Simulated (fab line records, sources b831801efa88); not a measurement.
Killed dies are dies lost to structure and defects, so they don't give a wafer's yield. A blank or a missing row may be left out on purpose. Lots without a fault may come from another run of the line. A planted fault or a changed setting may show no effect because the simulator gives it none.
Chamber matching | flow sky130 | SKY_CONTACT_HDPCVD_02 on hdpcvd-02: 3 sister chambers
The step deposits SiO2, target thk 565 nm, time 94.2 s. 6 wafers are shown with their chamber, then 7 later ones without.

WAFERS WITH THEIR CHAMBER
wafer  | chamber | run_length_s (s)
L236.1 | 0       | 122.1
L245.4 | 2       | 122.2
L245.5 | 0       | 122.1
L245.6 | 1       | 122.2
L246.1 | 1       | 122.2
L246.3 | 2       | 122.7

WAFERS WITHOUT THEIR CHAMBER
wafer  | run_length_s (s)
L246.5 | 123.4
L251.2 | 122.2
L251.5 | 122.1
L251.6 | 122.9
L252.2 | 122.6
L252.4 | 122.4
L252.6 | 121.3

WHICH CHAMBER EACH WENT THROUGH
wafer  | from the rows above          | in truth
L246.5 | can't be placed: 2 or 1 or 0 | 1
L251.2 | can't be placed: 1 or 0 or 2 | 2
L251.5 | can't be placed: 0 or 1 or 2 | 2
L251.6 | can't be placed: 2 or 1 or 0 | 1
L252.2 | can't be placed: 2 or 1 or 0 | 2
L252.4 | can't be placed: 2 or 1 or 0 | 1
L252.6 | can't be placed: 0 or 1 or 2 | 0
Placed correctly: 0 of 7. Can't be placed from these rows: 7 (the true chamber is among the candidates in 7). Placed wrongly: 0.
How it was worked out, from the rows above alone: a wafer's distance from a chamber is the root of the sum, over the readings, of the square of ((its reading less the chamber's mean) divided by the reading's scatter). The wafer belongs to the nearest chamber; if the next one is less than 2 further off, it can't be placed. A chamber's mean is the mean of its shown wafers. The scatter: the root of (the sum of the squares of (reading less its chamber's mean) over the shown wafers, divided by (wafers less chambers)).
